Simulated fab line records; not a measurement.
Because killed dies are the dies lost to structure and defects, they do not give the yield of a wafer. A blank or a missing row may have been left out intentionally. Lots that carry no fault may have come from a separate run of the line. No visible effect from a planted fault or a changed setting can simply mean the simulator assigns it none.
fab line records | flow gf180mcu
[record] lots = 7 wafers = 21 lastDay = 33
route steps=602 shown STI@3 PASSIVATION@602
lots that met no fault: from a run of the same line without faults
startH: start of the lot's first displayed wafer, in hours after the record's first day | waitH: hours from the lot's prior step to this one | " identical to the entry in the row above | L1.1+2: a single row standing in for several wafers | - value missing, or start not given | * or withheld: withheld | < > ~ a bound
route shown NAME@n: names a module that has steps shown in the file, with the first one's number in the route | usual: average and standard deviation across the fault-free wafers | same: alike in all rows | chamber/n: place in a boat | sites: readings site by site | _std_site: standard deviation of those values | _edge_site: outer sites' mean less inner sites' | radiusMm: how far each site lies from the wafer's centre | mask NAME#n: copy n | behind: the tool/chamber that last shaped the wafer | hold: why the lot went on hold/how many hours it stayed there/how the hold came to an end | device: whichever transistor did not switch (one of n, p or np) | end of line: the tests these same wafers got at the end of their route | step lacking rows: just its recipe | killed: dies that structure and defects cost at the first sort, which is not the same as the wafer's yield | map: a wafer's dies, x killed, . not, _ none there
set.NAME: the setting as run; set.NAME@STEP: as run at that earlier step | model.NAME: the simulator's own value behind a step, which no gauge read
lots at selected steps of the route; one table per step, one row per wafer
services: the hour from which a tool's chamber was out of use, counted from the record's first day as startH (under 0 if before that day), plus the number of hours and why
[[steps]]
[step GF_STI_THK_MEAS_02]
[recipe] reads = SiO2_of_STI_OXIDATION_01
[usual] STI_OXIDATION_THK = 9.97/0.17
// columns lot.wafer tool chamber startH waitH STI_OXIDATION_THK[nm]
L888.2 filmMetro-02 - 31.52 0.0 10.02
L888.3 " - " " 10.08
L888.4 " - " " 9.98
L894.3 filmMetro-03 - 61.53 0.0 10.09
L894.5 " - " " 10.09
L894.6 " - " " 10.14
L896.1 filmMetro-03 - 72.15 0.0 10.23
L896.3 " - " " 9.99
L896.4 " - " " 9.94
L897.2 filmMetro-02 - 77.48 0.0 10.09
L897.4 " - " " 10.14
L897.5 " - " " 10.19
L898.1 filmMetro-03 - 90.59 0.0 10.03
L898.2 " - " " 10.06
L898.6 " - " " 10.16
L899.2 filmMetro-01 - 90.60 0.0 10.00
L899.4 " - " " 10.10
L899.5 " - " " 10.31
L904.3 filmMetro-02 - 111.59 0.0 9.88
L904.4 " - " " 10.17
L904.6 " - " " 10.10
[step GF_STI_CVD_03]
[recipe] material = Si3N4 precursor = DCS/NH3 targetThkNm = 207.16 tempC = 770 timeS = 3551 pressureMtorr = 250
[step GF_STI_THK_MEAS_04]
[recipe] reads = Si3N4_of_STI_CVD_03
[usual] STI_CVD_03_THK = 206.0/1.8
// columns lot.wafer tool chamber startH waitH STI_CVD_03_THK[nm]
L888.2 filmMetro-03 - 33.57 0.0 203.1
L888.3 " - " " 202.4
L888.4 " - " " 204.0
L894.3 filmMetro-03 - 63.58 0.0 204.0
L894.5 " - " " 204.0
L894.6 " - " " 203.3
L896.1 filmMetro-02 - 74.19 0.0 206.6
L896.3 " - " " 207.2
L896.4 " - " " 207.7
L897.2 filmMetro-01 - 79.53 0.0 204.9
L897.4 " - " " 206.7
L897.5 " - " " 207.3
L898.1 filmMetro-02 - 92.63 0.0 203.5
L898.2 " - " " 204.4
L898.6 " - " " 203.4
L899.2 filmMetro-03 - 92.64 0.0 206.7
L899.4 " - " " 207.7
L899.5 " - " " 207.8
L904.3 filmMetro-03 - 113.64 0.0 206.4
L904.4 " - " " 208.4
L904.6 " - " " 206.5
[step GF_STI_DEHYDRATE_05]
[recipe] tempC = 200 timeS = 60
[step GF_STI_HMDS_06]
[recipe] primeTimeS = 60 primeTempC = 120
[step GF_STI_COAT_07]
[recipe] resist = KrF spinRpm = withheld resistThkNm = 700
[step GF_STI_SOFTBAKE_08]
[recipe] tempC = 130 timeS = 60 resist = KrF
[step GF_STI_EXPOSE_09]
[recipe] maskId = COMP targetCdNm = 220 na = 0.68 sourceShape = conventional sigmaOuter = 0.6 doseMj = 28
[step GF_STI_PEB_10]
[recipe] pebTempC = 135 pebTimeS = 90 resist = KrF
[step GF_STI_DEVELOP_11]
[recipe] developTimeS = 60 devTempC = 21
[step GF_STI_CD_MEAS_12]
[recipe] targetCdNm = 220
[usual] cdNm = 220.1/1.3
// columns lot.wafer tool chamber startH waitH cdNm
L888.2 cdSem-01 - 45.20 0.1 219.9
L888.3 " - " " 219.4
L888.4 " - " " 219.5
L894.3 cdSem-01 - 76.62 0.1 219.8
L894.5 " - " " 221.0
L894.6 " - " " 220.8
L896.1 cdSem-02 - 86.83 0.1 219.1
L896.3 " - " " 218.6
L896.4 " - " " 219.3
L897.2 cdSem-02 - 93.00 0.1 220.0
L897.4 " - " " 219.5
L897.5 " - " " 219.4
L898.1 cdSem-02 - 105.44 0.2 217.3
L898.2 " - " " 218.2
L898.6 " - " " 218.2
L899.2 cdSem-02 - 105.75 0.1 220.8
L899.4 " - " " 219.6
L899.5 " - " " 220.3
L904.3 cdSem-02 - 128.11 0.1 219.2
L904.4 " - " " 220.4
L904.6 " - " " 219.0
[step GF_STI_ETCH_13]
[recipe] chemistry = CHF3/O2 stopOn = Si overEtchFrac = 0.3 targetDepthA = 2823.1 sourceW = 600 biasW = 200 pressureMtorr = 40 chf3FlowSccm = 50 O2_flow_sccm = 5 timeS = 112.9
[usual] drypumpMotorCurrentA = 5.7/0.39 oesProductAu = 0.830/0.0063 runLengthS = 141.2/0.37 throttleValvePct = 8.808/0.0097
[same] timeS = 112.9
// columns lot.wafer tool chamber startH waitH drypumpMotorCurrentA oesProductAu rfHoursCounterH runLengthS throttleValvePct
L888.2 rieDiel-02 0 45.30 0.1 6.0 0.826 136 141.7 8.803
L888.3 " 2 " " 5.9 0.826 149 141.9 8.791
L888.4 " 1 " " 5.8 0.826 111 140.8 8.791
L894.3 rieDiel-03 1 76.70 0.1 5.8 0.821 8 140.6 8.800
L894.5 " 3 " " 4.8 0.825 - 141.1 8.804
L894.6 " 1 " " 5.8 0.823 - 140.9 8.813
L896.1 rieDiel-02 1 86.95 0.1 5.7 0.835 111 141.5 8.800
L896.3 " 3 " " 6.0 0.831 85 141.4 8.799
L896.4 " 2 " " 6.0 0.837 150 141.5 8.810
L897.2 rieDiel-01 2 93.10 0.1 5.4 0.832 125 141.9 8.821
L897.4 " 0 " " 5.9 0.828 55 140.4 8.808
L897.5 " 0 " " 5.9 0.835 - 140.3 8.820
L898.1 rieDiel-03 2 105.56 0.1 5.3 0.817 113 140.9 8.787
L898.2 " 0 " " 6.4 0.822 0 141.5 8.810
L898.6 " 0 " " 6.4 0.823 - 141.1 8.818
L899.2 rieDiel-02 2 105.85 0.1 5.9 0.833 151 141.4 8.815
L899.4 " 0 " " 6.0 0.837 137 141.2 8.813
L899.5 " 1 " " 5.7 0.830 - 141.0 8.811
L904.3 rieDiel-03 3 128.19 0.1 4.8 0.840 94 141.4 8.809
L904.4 " 2 " " 5.4 0.832 113 141.5 8.803
L904.6 " 0 " " 6.4 0.821 - 141.1 8.811
[step GF_STI_ETCH_14]
[recipe] target = Si chemistry = HBr/Cl2/O2 targetDepthNm = 360 icpW = 600 biasW = 150 pressureMtorr = 15 HBr_flow_sccm = 150 Cl2_flow_sccm = 40 O2_flow_sccm = 6 timeS = 102.9
[usual] HBr_flow_sccm = 150.0/0.4 drypumpMotorCurrentA = 5.5/0.48 oesProductAu = 1.004/0.0064 runLengthS = 131.1/0.6 throttleValvePct = 25.654/0.0097
// columns lot.wafer tool chamber startH waitH HBr_flow_sccm drypumpMotorCurrentA oesProductAu rfHoursCounterH runLengthS throttleValvePct model.STI.featureDepthNm model.etch.depthNm model.KrF_of_STI_COAT_07.thkNm
L888.2 rieSi-02 0 45.38 0.0 150.0 5.1 0.999 126 131.6 25.650 363.9 363.9 311.4
L888.3 " 3 " " 149.9 4.9 1.000 46 131.8 25.676 361.1 361.1 312
L888.4 " 1 " " 149.9 5.2 0.995 0 131.0 25.683 358.6 358.6 315.6
L894.3 rieSi-02 0 76.78 0.0 150.0 5.1 0.999 126 130.9 25.659 361.1 361.1 319.1
L894.5 " 1 " " 150.5 5.2 0.996 - 130.8 25.657 356.7 356.7 315.1
L894.6 " 0 " " 150.0 5.1 1.008 - 130.8 25.665 361.1 361.1 319.1
L896.1 rieSi-02 3 87.03 0.0 149.7 4.9 1.001 46 99.7 25.673 248.2 248.2 354.1
L896.3 " 0 " " 150.4 5.1 1.004 126 98.8 25.666 249.4 249.4 354.1
L896.4 " 1 " " 149.9 5.2 0.999 1 98.9 25.658 247.1 247.1 352.4
L897.2 rieSi-02 0 93.18 0.0 149.6 5.1 0.999 126 98.8 25.644 247.4 247.4 357.7
L897.4 " 3 " " 149.9 4.9 0.991 46 100.0 25.670 246 246 361.4
L897.5 " 2 " " 150.9 6.0 1.002 - 99.7 25.650 248 248 360
L898.1 rieSi-01 1 105.64 0.0 150.2 5.8 1.009 49 132.2 25.654 366.7 366.7 315.6
L898.2 " 2 " " 150.3 5.2 1.014 1 130.5 25.652 365.9 365.9 321.5
L898.6 " 3 " " 150.0 5.7 1.014 - 130.6 25.665 367.9 367.9 320.3
L899.2 rieSi-02 1 105.93 0.0 149.8 5.2 1.004 1 98.7 25.644 249.4 249.4 351.2
L899.4 " 3 " " 150.0 5.0 1.007 46 99.3 25.670 248.5 248.5 353
L899.5 " 3 " " 150.4 4.9 0.998 - 99.8 25.657 248.7 248.7 354.9
L904.3 rieSi-01 2 128.27 0.0 150.4 5.2 1.002 2 130.4 25.662 360.9 360.9 313.8
L904.4 " 0 " " 149.9 6.6 1.007 38 130.1 25.650 360.8 360.8 314.8
L904.6 " 2 " " 149.8 5.2 1.013 - 130.2 25.641 365.9 365.9 314
[step GF_STI_STRIP_15]
[recipe] chemistry = O2/N2 powerW = 1400 pressureMtorr = 1500 platenTempC = 250 o2FlowSccm = 3000 n2FlowSccm = 300 overashFraction = 0.5
[usual] drypumpMotorCurrentA = 5.7/0.4 heaterPowerW = 325/18 n2FlowSccm = 299.9/0.88 oesProductAu = 0.383/0.0044 stripTimeToEndpointS = 3.71/0.04
// columns lot.wafer tool chamber startH waitH drypumpMotorCurrentA heaterPowerW n2FlowSccm oesProductAu rfHoursCounterH stripTimeToEndpointS
L888.2 plasmaAsher-02 0 45.45 0.0 5.6 336 299.1 0.383 40 3.64
L888.3 " 0 " " 5.5 337 298.7 0.374 - 3.65
L888.4 " 1 " " 5.7 342 300.0 0.380 - 3.69
L894.3 plasmaAsher-02 1 76.89 0.1 5.7 353 300.9 0.379 - 3.71
L894.5 " 1 " " 5.7 355 301.8 0.384 - 3.66
L894.6 " 0 " " 5.5 327 299.7 0.377 - 3.71
L896.1 plasmaAsher-04 0 87.10 0.0 5.3 330 300.4 0.404 44 4.07
L896.3 " 0 " " 5.3 335 301.7 0.401 - 4.09
L896.4 " 1 " " 5.7 324 300.0 0.393 - 4.07
L897.2 plasmaAsher-02 1 93.25 0.0 5.7 346 300.6 0.404 45 4.11
L897.4 " 0 " " 5.5 331 300.7 0.406 - 4.16
L897.5 " 1 " " 5.7 353 301.8 0.396 - 4.15
L898.1 plasmaAsher-04 1 105.71 0.0 5.7 320 299.0 0.385 46 3.67
L898.2 " 0 " " 5.3 331 300.4 0.386 46 3.74
L898.6 " 0 " " 5.2 331 300.0 0.384 - 3.76
L899.2 plasmaAsher-03 0 106.00 0.0 6.6 298 299.5 0.400 28 4.06
L899.4 " 1 " " 5.5 294 299.3 0.399 - 4.08
L899.5 " 1 " " 5.5 293 298.6 0.400 - 4.10
L904.3 plasmaAsher-04 1 128.38 0.1 5.7 324 300.4 0.380 - 3.67
L904.4 " 0 " " 5.3 328 300.5 0.379 - 3.68
L904.6 " 1 " " 5.7 326 298.5 0.385 - 3.66
[step GF_STI_CLEAN_16]
[recipe] chemistry = dHF timeS = 25 dilution = 100:1
[step GF_PASSIVATION_PROBE_99]
// columns lot.wafer tool chamber startH waitH model.etest.pwellInDnwell.lineOhmUm model.etest.ldpmos_10p0.rOnOhmUm model.etest.pDrift.rsOhmSq model.etest.pwellInDnwell.rsOhmSq model.etest.ldnmos_10p0.rOnOhmUm model.etest.nDrift.rsOhmSq model.etest.nwell.lineOhmUm model.etest.nwell.rsOhmSq
L888.2 prober-01 - 700.21 0.1 3994 1.132e+04 2426 2384 3770 1129 1176 1019
L888.3 prober-01 - 700.26 0.2 3978 1.122e+04 2406 2373 3737 1114 1184 1006
L888.4 prober-01 - 700.31 0.2 3909 1.127e+04 2386 2373 3747 1114 1167 1017
L894.3 prober-01 - 755.15 0.2 4109 1.106e+04 2382 2432 3742 1106 1097 945.3
L894.5 prober-01 - 755.25 0.2 3986 1.081e+04 2330 2390 3683 1102 1087 945.7
L894.6 prober-01 - 755.30 0.2 4031 1.085e+04 2354 2420 3674 1104 1071 940.7
L897.2 prober-02 - 765.40 0.1 3260 1.034e+04 1935 1927 3305 886.8 958.6 817.2
L897.4 prober-02 - 765.50 0.2 3251 1.044e+04 1923 1930 3315 891.2 949.4 825
L897.5 prober-02 - 765.55 0.2 3231 1.04e+04 1950 1924 3293 889.1 956.5 822
L896.1 prober-02 - 767.24 0.1 3183 1.036e+04 1946 1922 3325 894.9 966.4 825.5
L896.3 prober-02 - 767.34 0.2 3192 1.032e+04 1946 1920 3292 894.6 972.3 822.2
L896.4 prober-02 - 767.39 0.2 3162 1.039e+04 1949 1910 3337 899.9 957.1 817.6
L899.2 prober-01 - 780.64 0.1 3213 1.038e+04 1925 1915 3336 877.1 969.7 838.6
L899.4 prober-01 - 780.74 0.2 3166 1.039e+04 1918 1921 3366 868.7 973 838.7
L899.5 prober-01 - 780.79 0.2 3186 1.022e+04 1914 1923 3323 876.7 981.2 837.1
L898.1 prober-02 - 784.96 0.1 4145 1.11e+04 2303 2460 3706 1157 1238 1073
L898.2 prober-02 - 785.01 0.1 4158 1.113e+04 2315 2477 3739 1158 1230 1074
L898.6 prober-02 - 785.21 0.2 4194 1.125e+04 2321 2494 3760 1152 1221 1067
L904.3 prober-02 - 797.71 0.2 4148 1.121e+04 2383 2447 3754 1071 1151 994
L904.4 prober-02 - 797.76 0.2 4096 1.118e+04 2384 2448 3754 1066 1160 1001
L904.6 prober-02 - 797.86 0.2 4174 1.117e+04 2422 2500 3781 1087 1175 1018
// killed by level:class
L888.2 V1:geometricParticle:open=9 CONTACT:geometricParticle:open=6 V4:geometricParticle:short=5 V3:geometricParticle:open=5 V5:geometricParticle:open=5 V2:geometricParticle:open=4 M5:geometricParticle:short=4 STI:geometricParticle:short=2
L888.3 CONTACT:geometricParticle:open=5 V3:geometricParticle:open=5 V5:geometricParticle:open=5 V2:geometricParticle:open=4 V4:geometricParticle:open=4 STI:geometricParticle:open=3 V2:geometricParticle:short=3 V3:geometricParticle:short=3
L888.4 V1:geometricParticle:open=6 V2:geometricParticle:open=6 V5:geometricParticle:open=5 STI:geometricParticle:short=4 CONTACT:geometricParticle:open=4 V4:geometricParticle:open=3 V5:geometricParticle:short=3 STI:geometricParticle:open=2
L894.3 V2:geometricParticle:open=5 V3:geometricParticle:short=5 V5:geometricParticle:open=5 CONTACT:geometricParticle:open=4 V1:geometricParticle:open=4 V2:geometricParticle:short=4 POLY_GATE:geometricParticle:short=2 CONTACT:geometricParticle:short=2
L894.5 STI:geometricParticle:short=7 V1:geometricParticle:open=6 CONTACT:geometricParticle:open=4 V3:geometricParticle:open=4 V4:geometricParticle:open=4 V5:geometricParticle:open=3 CONTACT:geometricParticle:short=3 V2:geometricParticle:open=3
L894.6 CONTACT:geometricParticle:open=5 V1:geometricParticle:open=5 M3:geometricParticle:short=5 STI:geometricParticle:open=4 V2:geometricParticle:open=4 STI:geometricParticle:short=2 POLY_GATE:geometricParticle:short=2 M1:geometricParticle:short=2
L898.1 M4:geometricParticle:short=5 V4:geometricParticle:open=5 V1:geometricParticle:open=4 V2:geometricParticle:open=4 V1:geometricParticle:short=2 M3:geometricParticle:short=2 V3:geometricParticle:short=2 V5:geometricParticle:open=2
L898.2 CONTACT:geometricParticle:open=8 V3:geometricParticle:open=4 V3:geometricParticle:short=4 V2:geometricParticle:short=4 M4:geometricParticle:short=4 V5:geometricParticle:open=4 V1:geometricParticle:open=3 V4:geometricParticle:open=3
L898.6 CONTACT:geometricParticle:open=5 V2:geometricParticle:short=5 V2:geometricParticle:open=4 M3:geometricParticle:short=4 V3:geometricParticle:open=4 STI:geometricParticle:open=3 CONTACT:geometricParticle:short=3 V1:geometricParticle:open=3
L904.3 V2:geometricParticle:open=6 M1:geometricParticle:short=5 CONTACT:geometricParticle:open=4 V3:geometricParticle:open=4 STI:geometricParticle:short=3 V5:geometricParticle:open=3 POLY_GATE:geometricParticle:short=2 POLY_GATE:geometricParticle:open=2
L904.4 V2:geometricParticle:open=6 STI:geometricParticle:short=5 V3:geometricParticle:short=4 CONTACT:geometricParticle:open=4 V2:geometricParticle:short=4 V4:geometricParticle:open=4 V1:geometricParticle:open=3 M4:geometricParticle:short=3
L904.6 STI:geometricParticle:short=4 STI:geometricParticle:open=4 CONTACT:geometricParticle:short=4 CONTACT:geometricParticle:open=4 V1:geometricParticle:open=4 V5:geometricParticle:short=4 V2:geometricParticle:open=3 V3:geometricParticle:open=3
[[services]]
// columns tool chamber startH hours kind
rieSi-02 2 29.39 3.4 repair
plasmaAsher-03 - 30.66 23.0 repair
plasmaAsher-03 - 66.68 3.3 repair
rieSi-02 - 75.33 0.3 repair
rieDiel-02 - 75.56 8.3 repair
rieDiel-03 0 75.75 - clean
rieDiel-03 0 75.75 26.0 scheduledDown
rieDiel-03 0 75.75 26.0 ventCycle
rieDiel-02 0 101.93 3.0 repair
rieSi-01 - 108.54 1.3 repair
plasmaAsher-02 - 108.75 9.0 pm
plasmaAsher-02 0 108.75 9.0 ventCycle
plasmaAsher-02 1 108.75 9.0 ventCycle
rieDiel-02 1 109.00 5.5 repair
rieDiel-01 0 113.64 2.6 repair
plasmaAsher-02 0 117.75 - clean
plasmaAsher-02 1 117.75 - clean
[[key]]
[firstSign] step = GF_STI_ETCH_14 reading = runLengthS direction = down sigmas = 53 usual = * struck = *
[effect] step = GF_STI_STRIP_15 reading = stripTimeToEndpointS direction = up sigmas = 9.6 usual = * struck = *
[modelEffect] step = GF_STI_ETCH_14 value = STI.featureDepthNm without = 360.6 struck = 248.1
[modelEffect] step = GF_PASSIVATION_PROBE_99 value = etest.pwellInDnwell.lineOhmUm without = 3975 struck = 3205
metAt GF_STI_ETCH_14
struckWafers L896.1,L896.3,L896.4,L897.2,L897.4,L897.5,L899.2,L899.4,L899.5
sortLeftOut L896.1,L896.3,L896.4,L897.2,L897.4,L897.5,L899.2,L899.4,L899.5
testerLeftOut L896,L897,L899
onsetBetween 76.78 87.03
[fault] kind = processParameterDrift tool = rieSi-02 chamber = - onsetH = 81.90 steps = GF_STI_ETCH_14 channel = timeS offset = * shape = step endH = 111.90 actsIn = * stated = *
// testerLeftOut: of these lots the tester's yield and bins aren't shown, on N5 and GAA mostly nor the transistor test; their killed dies are dies lost to structure and defects alone, not to doping, threshold or leakage, so they don't give the yield
// sortLeftOut: the simulated sort isn't trusted on such a fault, so these wafers' sort isn't shown, and their yield isn't known
